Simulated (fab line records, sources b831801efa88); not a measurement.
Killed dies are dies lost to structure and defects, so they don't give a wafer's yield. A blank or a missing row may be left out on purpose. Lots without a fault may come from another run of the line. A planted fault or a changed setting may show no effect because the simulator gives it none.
Which tool did it? | flow sky130 | 24 lots, 72 wafers sampled, at 2 steps of a route of 708

WHAT THE GAUGES READ, wafer by wafer
SKY_METAL2_OVL_MEAS_16.
lot  | measured     | on         | METAL2_OVL (nm)
L075 | day 36 18:56 | overlay-01 | 4 5 5
L078 | day 36 20:28 | overlay-02 | 2 0 3
L076 | day 37 01:31 | overlay-01 | -3 -2 0
L074 | day 37 02:10 | overlay-02 | 0 2 1
L077 | day 37 04:34 | overlay-01 | 6 -3 1
L080 | day 37 11:31 | overlay-01 | 5 4 0
L079 | day 37 14:35 | overlay-02 | 7 7 3
L081 | day 37 18:02 | overlay-01 | 0 1 2
L082 | day 38 02:46 | overlay-01 | 5 1 3
L083 | day 38 11:53 | overlay-01 | -1 2 2
L084 | day 38 18:37 | overlay-02 | -2 6 12
L085 | day 38 21:55 | overlay-02 | 8 7 9
L086 | day 39 07:31 | overlay-01 | -3 3 5
L087 | day 39 11:32 | overlay-02 | -11 -2 1
L088 | day 39 15:43 | overlay-01 | 4 2 0
L089 | day 40 00:49 | overlay-02 | 8 9 10
L090 | day 40 13:37 | overlay-02 | 10 15 11
L091 | day 40 14:40 | overlay-02 | 22 19 16
L092 | day 40 21:10 | overlay-01 | 0 6 0
L093 | day 41 03:22 | overlay-01 | 7 -3 0
L094 | day 41 16:01 | overlay-01 | 8 -1 7
L095 | day 41 21:59 | overlay-01 | -1 -3 -3
L096 | day 41 23:52 | overlay-02 | -5 -5 -4
L097 | day 42 06:35 | overlay-01 | 4 6 6

WHICH TOOL RAN EACH LOT (tool, then ch and the chambers of the sampled wafers, then the start)
lot  | SKY_METAL1_SPUTTER_00
L075 | pvd_sputter-04, day 33 08:05
L078 | pvd_sputter-01, day 33 09:14
L076 | pvd_sputter-01, day 33 15:19
L074 | pvd_sputter-04, day 33 15:29
L077 | pvd_sputter-04, day 33 17:56
L080 | pvd_sputter-01, day 34 02:10
L079 | pvd_sputter-01, day 34 03:10
L081 | pvd_sputter-02, day 34 07:04
L082 | pvd_sputter-04, day 34 17:55
L083 | pvd_sputter-01, day 35 03:29
L084 | pvd_sputter-04, day 35 11:08
L085 | pvd_sputter-01, day 35 12:14
L086 | pvd_sputter-04, day 35 23:21
L087 | pvd_sputter-02, day 36 04:32
L088 | pvd_sputter-02, day 36 09:34
L089 | pvd_sputter-04, day 36 18:02
L090 | pvd_sputter-01, day 37 04:32
L091 | pvd_sputter-04, day 37 09:29
L092 | pvd_sputter-04, day 37 16:15
L093 | pvd_sputter-02, day 37 23:25
L094 | pvd_sputter-01, day 38 12:20
L095 | pvd_sputter-02, day 38 16:55
L096 | pvd_sputter-01, day 38 18:43
L097 | pvd_sputter-04, day 39 03:38
- SKY_METAL1_SPUTTER_00: material Ti, target thk 15 nm, time 10 s.

WHAT THE TOOLS THEMSELVES READ (means of the sampled wafers that have a number; where no wafer has one, the mark that the record gives instead)
SKY_METAL1_SPUTTER_00.
lot  | tool           | throttle_valve_pct (%)
L075 | pvd_sputter-04 | 30.4
L078 | pvd_sputter-01 | 30.9
L076 | pvd_sputter-01 | 31.6
L074 | pvd_sputter-04 | 29.5
L077 | pvd_sputter-04 | 29.6
L080 | pvd_sputter-01 | 30.9
L079 | pvd_sputter-01 | 30.3
L081 | pvd_sputter-02 | 30.8
L082 | pvd_sputter-04 | 30.7
L083 | pvd_sputter-01 | 30.1
L084 | pvd_sputter-04 | 30.5
L085 | pvd_sputter-01 | 31.0
L086 | pvd_sputter-04 | 30.1
L087 | pvd_sputter-02 | 30.1
L088 | pvd_sputter-02 | 30.7
L089 | pvd_sputter-04 | 29.2
L090 | pvd_sputter-01 | 31.4
L091 | pvd_sputter-04 | 29.6
L092 | pvd_sputter-04 | 28.6
L093 | pvd_sputter-02 | 30.5
L094 | pvd_sputter-01 | 30.5
L095 | pvd_sputter-02 | 30.2
L096 | pvd_sputter-01 | 30.9
L097 | pvd_sputter-04 | 28.5

THE ANSWER, worked out from the rows above alone
Rule: what is usual is taken from the lots themselves. Put in order of their means at a reading, lots are off if they are a third of the lots or fewer, leave a main group of 4 or more, and stand apart from it by a gap of 3 or more times the standard deviation of the main group's means; of several such gaps the widest counts. A main group whose means are all the same, to the digits that the tables above print for the reading, isn't used. A lot without any number at a reading at which 4 lots or more have one is off too. The other lots that the step has rows for count as sound. The gauges are gone through in route order, then the tools' own readings, and for those a lot's mean is taken as printed above. The first step at which some lot is off is used, and at that step the reading that is off furthest; a lot without a number counts as furthest.
No lot is off at any reading shown: from this, nothing can be told.

WHAT THE SIMULATOR HAD PUT IN
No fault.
